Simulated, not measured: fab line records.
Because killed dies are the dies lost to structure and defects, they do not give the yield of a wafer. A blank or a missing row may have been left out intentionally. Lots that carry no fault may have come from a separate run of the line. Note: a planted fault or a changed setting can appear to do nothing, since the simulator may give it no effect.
A lot that was struck, set against a sound lot ; flow sky130 ; 17 out of 708 route steps
Sound: wafers L851.3, L851.5, L851.6. Wafers struck: L857.1, L857.4, L857.5. At the end, the cause is stated.
Order at every step that has rows: each side's tool, ch and its chambers, its first start. Under that, the readings that differ: sound wafers ; struck wafers ; difference of the means ; sigmas: that difference in standard deviations of wafers without a fault.
alike: readings whose means differ by less than 2 such deviations, and words and numbers that are the same on both sides. not compared: withheld readings, readings that some wafer has no value for, bounds like >300 that may hide the same value, and numbers for which the record gives no deviation and whose values overlap.
A row with sigmas, a row that says differs or no value, or rows on one side alone: a step with any of these is where the two part. Numbers that have no deviation but don't overlap get no sigmas and don't part them. A reading that every wafer of one side lacks parts them only if that side has two wafers or more.

first, 4 steps without rows for these wafers: SKY_LDD_HVN_SOFTBAKE_03 (time 60 s); SKY_LDD_HVN_EXPOSE_04 (exposes mask HVNTM, target cd 700 nm); SKY_LDD_HVN_PEB_05; SKY_LDD_HVN_DEVELOP_06 (develop time 60 s).
SKY_LDD_HVN_OVL_MEAS_07:
  sound on overlay-02 at day 24 01:20; struck on overlay-02 at day 25 17:21
  alike: LDD_HVN_OVL
then, 1 step without rows for these wafers: SKY_LDD_HVN_IMPLANT_08.
SKY_LDD_HVN_STRIP_09: strips in O2/N2.
  sound on plasma asher-04 ch 0,1, day 24 01:32; struck on plasma asher-04 ch 0, day 25 17:32
  alike: drypump motor current A, n2 flow sccm, oes product au, strip time to endpoint s
  not compared: rf hours counter h
SKY_LDD_HVN_TW_MEAS_10:
  sound on film metro-02 at day 24 01:37; struck on film metro-01 at day 25 17:38
  alike: LDD_HVN_TW
then, 4 steps without rows for these wafers: SKY_LDD_HVP_DEHYDRATE_00 (time 60 s); SKY_LDD_HVP_HMDS_01 (prime time 60 s); SKY_LDD_HVP_COAT_02 (resist thk 300 nm); SKY_LDD_HVP_SOFTBAKE_03 (time 60 s).
SKY_LDD_HVP_EXPOSE_04: exposes mask HVPTM, target cd 700 nm.
  sound on iline stepper-01 ch 0, day 24 16:41; struck on iline stepper-01 ch 0, day 26 08:21
reading;sound;struck;difference;sigmas
model.LDD_HVP.overlay x nm (nm);0.9586 0.9586 0.9586;41.48 41.48 41.48;+40.52;
  alike: mask
then, 2 steps without rows for these wafers: SKY_LDD_HVP_PEB_05; SKY_LDD_HVP_DEVELOP_06 (develop time 60 s).
SKY_LDD_HVP_OVL_MEAS_07:
  sound on overlay-01 at day 25 06:53; struck on overlay-01 at day 26 23:53
reading;sound;struck;difference;sigmas
LDD_HVP_OVL (nm);0.1 -0.2 -0.3;41.6 41.5 43.0;+42.2;+28
  not compared: hold
SKY_PAD_OPEN_PROBE_99:
  the record holds rows for the sound wafers here (prober-01, day 48 11:49) but none for the struck ones

WHERE THEY PART
At SKY_LDD_HVP_OVL_MEAS_07 first; at SKY_PAD_OPEN_PROBE_99 last (within this record only).

WHY: the cause the simulator had injected
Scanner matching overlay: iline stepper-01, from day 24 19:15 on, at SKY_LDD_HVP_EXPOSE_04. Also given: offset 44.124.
